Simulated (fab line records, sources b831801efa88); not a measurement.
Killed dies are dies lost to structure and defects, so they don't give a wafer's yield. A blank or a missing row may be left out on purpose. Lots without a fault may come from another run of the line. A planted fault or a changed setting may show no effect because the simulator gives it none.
A struck lot beside a sound one | flow sfq_line | 42 steps out of a route of 325
Sound: wafers L811.1, L811.5, L811.6. Struck: wafer L813.4. (L813.1, L813.2 of the same lot were not struck and are left out.) The cause comes at the end.
At each step with rows: each side's tool, then ch and its chambers, then its first start. Under that, the readings that differ: sound wafers | struck wafers | difference of the means | sigmas: that difference in standard deviations of wafers without a fault.
alike: readings whose means differ by less than 2 such deviations, and words and numbers that are the same on both sides. not compared: withheld readings, readings that some wafer has no value for, bounds like >300 that may hide the same value, and numbers for which the record gives no deviation and whose values overlap.
The two part at a step that has a row with sigmas, a row that says differs or no value, or rows on one side only. Numbers that don't overlap but have no deviation are shown without sigmas and don't part them. A reading that every wafer of one side lacks parts them only if that side has two wafers or more.

first, 6 steps without rows for these wafers: SFQ_TRILAYER_M0_LITHO_COAT_026 (resist thk 62 nm); SFQ_TRILAYER_M0_LITHO_COAT_021 (resist thk 600 nm); SFQ_TRILAYER_M0_LITHO_SOFTBAKE_025; SFQ_TRILAYER_M0_LITHO_EXPOSE_022 (exposes mask M0, target cd 500 nm); SFQ_TRILAYER_M0_LITHO_PEB_024 (peb time 60 s); SFQ_TRILAYER_M0_LITHO_DEVELOP_023 (time 60 s).
SFQ_M0_OVL_MEAS_906:
  sound on overlay-01, day 7 03:01; struck on overlay-02, day 7 13:49
  alike: M0_OVL
then, 4 steps without rows for these wafers: SFQ_TRILAYER_M0_BARC_OPEN_METAL_ETCH_031 (etches BARC in O2, target depth 125 nm, time 41.7 s); SFQ_TRILAYER_M0_ETCH_METAL_ETCH_024 (etches Nb in Cl2/Ar, stops on SiO2, target depth 240 nm, time 120 s); SFQ_TRILAYER_M0_STRIP_STRIP_025 (strips in O2); SFQ_TRILAYER_M0_STRIP_SOLV_CLEAN_026 (cleans in NMP, time 600 s).
SFQ_TRILAYER_I0_DEP_PECVD_027: deposits SiO2 from SiH4/N2O, time 111.11 s, target thk 500 nm.
  sound on pecvd-01 ch 0,1,2, day 7 04:01; struck on pecvd-03 ch 1, day 7 14:49
  alike: heater_power_w, showerhead_vpp_V, throttle_valve_pct
SFQ_TRILAYER_I0_CMP_CMP_028: polishes SiO2.
  sound on cmp-02 ch 2,3, day 7 06:14; struck on cmp-01 ch 0, day 7 16:44
  reading                                             | sound             | struck | difference | sigmas
  time_to_endpoint_s (s)                              | 210 228 210       | 238    | +22        | +2
  model.SiO2_of_TRILAYER_I0_DEP_PECVD_027.thk_nm (nm) | 200.8 199.9 200.7 | 148.9  | -51.6      |
  alike: motor_current_A, retaining_ring_pressure_frac
SFQ_I0_BOW_MEAS_907:
  sound on film_metro-02, day 7 09:14; struck on film_metro-04, day 7 19:44
  alike: I0_BOW
SFQ_TRILAYER_I0_METRO_MEASURE_029:
  sound on film_metro-02, day 7 09:22; struck on film_metro-04, day 7 19:51
  reading     | sound             | struck | difference | sigmas
  thk_nm (nm) | 200.7 199.9 200.7 | 148.9  | -51.5      | -52
then, 6 steps without rows for these wafers: SFQ_TRILAYER_I0_VIA_LITHO_COAT_036 (resist thk 62 nm); SFQ_TRILAYER_I0_VIA_LITHO_COAT_031 (resist thk 650 nm); SFQ_TRILAYER_I0_VIA_LITHO_SOFTBAKE_035; SFQ_TRILAYER_I0_VIA_LITHO_EXPOSE_032 (exposes mask I0, target cd 500 nm); SFQ_TRILAYER_I0_VIA_LITHO_PEB_034 (peb time 60 s); SFQ_TRILAYER_I0_VIA_LITHO_DEVELOP_033 (time 60 s).
-- the record jumps here: 2 days lie between the struck wafers' starts before and after --
SFQ_I0_OVL_MEAS_908:
  sound on overlay-01, day 9 00:37; struck on overlay-01, day 9 21:34
  alike: I0_OVL
SFQ_TRILAYER_I0_VIA_BARC_OPEN_VIA_ETCH_046: etches BARC in O2, target depth 125 nm, time 41.7 s.
  sound on rie_diel-01 ch 2,3, day 9 00:39; struck on rie_diel-03 ch 3, day 9 21:36
  alike: drypump_motor_current_A, oes_product_au
  not compared: rf_hours_counter_h
SFQ_TRILAYER_I0_VIA_ETCH_VIA_ETCH_034: etches SiO2 in CHF3, stops on Nb, target depth 260 nm.
  sound on rie_diel-01 ch 2,3, day 9 00:41; struck on rie_diel-03 ch 3, day 9 21:38
  reading                        | sound             | struck | difference | sigmas
  oes_product_au (a.u.)          | 0.854 0.860 0.856 | 0.731  | -0.126     | -26
  model.I0.feature_depth_nm (nm) | 200.8 199.9 200.7 | 148.9  | -51.6      |
  model.etch.depth_nm (nm)       | 200.8 199.9 200.7 | 148.9  | -51.6      |
  alike: drypump_motor_current_A
SFQ_TRILAYER_I0_VIA_STRIP_STRIP_035: strips in O2.
  sound on rie_metal-02 ch 0,1, day 9 00:49; struck on rie_metal-02 ch 1, day 9 21:46
  alike: drypump_motor_current_A, oes_product_au
  not compared: rf_hours_counter_h
then, 1 step without rows for these wafers: SFQ_TRILAYER_I0_VIA_STRIP_SOLV_CLEAN_036 (cleans in NMP, time 600 s).
SFQ_TRILAYER_M1_DEP_PRE_CLEAN_038: time 22.5 s.
  sound on pvd_sputter-04, day 9 01:35; struck on pvd_sputter-06, day 9 22:32
  reading                                             | sound             | struck | difference | sigmas
  model.SiO2_of_TRILAYER_I0_DEP_PECVD_027.thk_nm (nm) | 193.3 192.4 193.2 | 141.4  | -51.6      |
then, 1 step without rows for these wafers: SFQ_TRILAYER_M1_DEP_SPUTTER_037 (material Nb, target thk 200 nm, time 133.3 s).
SFQ_M1_RS_MEAS_909: measures by four-point-probe.
  sound on film_metro-04, day 9 01:42; struck on film_metro-01, day 9 22:39
  alike: M1_NB_RS
then, 6 steps without rows for these wafers: SFQ_TRILAYER_M1_LITHO_COAT_044 (resist thk 62 nm); SFQ_TRILAYER_M1_LITHO_COAT_039 (resist thk 600 nm); SFQ_TRILAYER_M1_LITHO_SOFTBAKE_043; SFQ_TRILAYER_M1_LITHO_EXPOSE_040 (exposes mask M1, target cd 500 nm); SFQ_TRILAYER_M1_LITHO_PEB_042 (peb time 60 s); SFQ_TRILAYER_M1_LITHO_DEVELOP_041 (time 60 s).
SFQ_M1_OVL_MEAS_911:
  sound on overlay-02, day 11 09:07; struck on overlay-02, day 11 21:07
  alike: M1_OVL
SFQ_TRILAYER_M1_BARC_OPEN_METAL_ETCH_054: etches BARC in O2, target depth 125 nm, time 41.7 s.
  sound on rie_metal-02 ch 0,1, day 11 09:09; struck on rie_metal-02 ch 0, day 11 21:09
  alike: drypump_motor_current_A, oes_product_au
  not compared: rf_hours_counter_h
then, 1 step without rows for these wafers: SFQ_TRILAYER_M1_ETCH_METAL_ETCH_042 (etches Nb in Cl2/Ar, stops on SiO2, target depth 240 nm, time 120 s).
SFQ_TRILAYER_M1_STRIP_STRIP_043: strips in O2.
  sound on rie_metal-02 ch 0,1, day 11 09:20; struck on rie_metal-02 ch 0, day 11 21:20
  alike: drypump_motor_current_A, oes_product_au
  not compared: rf_hours_counter_h
then, 2 steps without rows for these wafers: SFQ_TRILAYER_M1_STRIP_SOLV_CLEAN_044 (cleans in NMP, time 600 s); SFQ_TRILAYER_I1_DEP_PECVD_045 (deposits SiO2 from SiH4/N2O, time 111.11 s, target thk 500 nm).
-- the record jumps here: 72 days lie between the struck wafers' starts before and after --
SFQ_M8_BOW_MEAS_951:
  sound on film_metro-04, day 83 01:30; struck on film_metro-02, day 83 12:18
  reading                 | sound            | struck | difference | sigmas
  model.etest.i0.link_ohm | 1.991 1.98 1.982 | 1.93   | -0.05      |
  alike: M8_BOW

WHERE THEY PART
First at SFQ_TRILAYER_I0_CMP_CMP_028; last, within this record, at SFQ_TRILAYER_I0_VIA_ETCH_VIA_ETCH_034. Later steps at which nothing parts them and some readings are alike: SFQ_TRILAYER_I0_VIA_STRIP_STRIP_035, SFQ_M1_RS_MEAS_909, SFQ_M1_OVL_MEAS_911, SFQ_TRILAYER_M1_BARC_OPEN_METAL_ETCH_054, SFQ_TRILAYER_M1_STRIP_STRIP_043, SFQ_M8_BOW_MEAS_951.

WHY: what the simulator had put in
Process parameter drift: cmp-01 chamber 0, from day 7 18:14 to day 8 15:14, at SFQ_TRILAYER_I0_CMP_CMP_028. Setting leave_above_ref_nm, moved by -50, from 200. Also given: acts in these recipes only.
